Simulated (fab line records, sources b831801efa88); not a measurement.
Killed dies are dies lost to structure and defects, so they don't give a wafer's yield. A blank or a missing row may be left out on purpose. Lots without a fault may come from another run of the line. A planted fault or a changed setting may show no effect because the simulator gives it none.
Which tool did it? | flow gf180mcu | 12 lots, 36 wafers sampled, at 3 steps of a route of 602

WHAT THE GAUGES READ, wafer by wafer
GF_MIM_RS_MEAS_10: measures by four-point-probe. Usual: MIM_ALCU_RS 0.1577 ohm/sq, standard deviation 0.0014.
lot  | measured     | on            | MIM_ALCU_RS (ohm/sq) | flag
L627 | day 24 10:31 | film_metro-03 | 0.1601 0.1596 0.1592 |
L630 | day 25 18:19 | film_metro-04 | 0.1585 0.1580 0.1575 |
L633 | day 27 04:35 | film_metro-01 | 0.1554 0.1557 0.1556 |
L636 | day 28 11:05 | film_metro-04 | 0.1593 0.1574 0.1583 |
L637 | day 28 19:41 | film_metro-03 | 0.1578 0.1553 0.1567 |
L639 | day 28 21:38 | film_metro-01 | 0.1600 0.1601 0.1603 |
L638 | day 29 01:01 | film_metro-04 | 0.1582 0.1586 0.1580 |
L641 | day 29 14:15 | film_metro-04 | 0.1605 0.1587 0.1570 |
L644 | day 30 05:03 | film_metro-01 | 0.1553 0.1546 0.1550 |
L645 | day 30 15:05 | film_metro-01 | 0.1574 0.1590 0.1560 |
L648 | day 31 03:29 | film_metro-03 | 0.1578 0.1581 0.1578 |
L649 | day 31 09:08 | film_metro-03 | 0.1584 0.1577 0.1578 |

WHICH TOOL RAN EACH LOT (tool, then ch and the chambers of the sampled wafers, then the start)
lot  | GF_V4_SPUTTER_21             | GF_MIM_SPUTTER_01
L627 | pvd_sputter-03, day 24 09:25 | pvd_sputter-02, day 24 10:12
L630 | pvd_sputter-04, day 25 17:11 | pvd_sputter-02, day 25 17:59
L633 | pvd_sputter-04, day 27 03:28 | pvd_sputter-02, day 27 04:15
L636 | pvd_sputter-03, day 28 09:58 | pvd_sputter-04, day 28 10:46
L637 | pvd_sputter-01, day 28 18:35 | pvd_sputter-02, day 28 19:22
L639 | pvd_sputter-03, day 28 20:28 | pvd_sputter-01, day 28 21:19
L638 | pvd_sputter-04, day 28 23:53 | pvd_sputter-01, day 29 00:41
L641 | pvd_sputter-03, day 29 13:09 | pvd_sputter-01, day 29 13:56
L644 | pvd_sputter-04, day 30 03:57 | pvd_sputter-02, day 30 04:44
L645 | pvd_sputter-01, day 30 13:58 | pvd_sputter-04, day 30 14:46
L648 | pvd_sputter-01, day 31 02:22 | pvd_sputter-04, day 31 03:09
L649 | pvd_sputter-04, day 31 08:00 | pvd_sputter-04, day 31 08:47
- GF_V4_SPUTTER_21: material Ti, target thk 15 nm, time 80.02 s.
- GF_MIM_SPUTTER_01: material TiN, target thk 30 nm, time 25 s.

WHAT THE TOOLS THEMSELVES READ (means of the sampled wafers that have a number; where no wafer has one, the mark that the record gives instead)
GF_V4_SPUTTER_21. Usual: throttle_valve_pct 29.8 %, standard deviation 0.78.
lot  | tool           | throttle_valve_pct (%) | flag
L627 | pvd_sputter-03 | 29.6                   |
L630 | pvd_sputter-04 | 30.1                   |
L633 | pvd_sputter-04 | 30.5                   |
L636 | pvd_sputter-03 | 29.5                   |
L637 | pvd_sputter-01 | 30.6                   |
L639 | pvd_sputter-03 | 29.2                   |
L638 | pvd_sputter-04 | 29.7                   |
L641 | pvd_sputter-03 | 29.5                   |
L644 | pvd_sputter-04 | 30.2                   |
L645 | pvd_sputter-01 | 30.4                   |
L648 | pvd_sputter-01 | 30.1                   |
L649 | pvd_sputter-04 | 29.5                   |

GF_MIM_SPUTTER_01. Usual: throttle_valve_pct 29.8 %, standard deviation 0.83.
lot  | tool           | throttle_valve_pct (%) | flag
L627 | pvd_sputter-02 | 29.5                   |
L630 | pvd_sputter-02 | 30.2                   |
L633 | pvd_sputter-02 | 29.5                   |
L636 | pvd_sputter-04 | 29.9                   |
L637 | pvd_sputter-02 | 29.6                   |
L639 | pvd_sputter-01 | 30.7                   |
L638 | pvd_sputter-01 | 29.8                   |
L641 | pvd_sputter-01 | 29.5                   |
L644 | pvd_sputter-02 | 30.0                   |
L645 | pvd_sputter-04 | 29.6                   |
L648 | pvd_sputter-04 | 29.8                   |
L649 | pvd_sputter-04 | 29.5                   |

THE ANSWER, worked out from the rows above alone
Rule: a lot is off if the mean of its wafers that have a number lies more than 3 standard deviations from the usual mean. A lot without any number at a reading at which 4 lots or more have one is off too. The other lots that the step has rows for count as sound. The gauges are gone through in route order, then the tools' own readings, and for those a lot's mean is taken as printed above. The first step at which some lot is off is used, and at that step the reading that is off furthest; a lot without a number counts as furthest.
No lot is off at any reading shown: from this, nothing can be told.

WHAT THE SIMULATOR HAD PUT IN
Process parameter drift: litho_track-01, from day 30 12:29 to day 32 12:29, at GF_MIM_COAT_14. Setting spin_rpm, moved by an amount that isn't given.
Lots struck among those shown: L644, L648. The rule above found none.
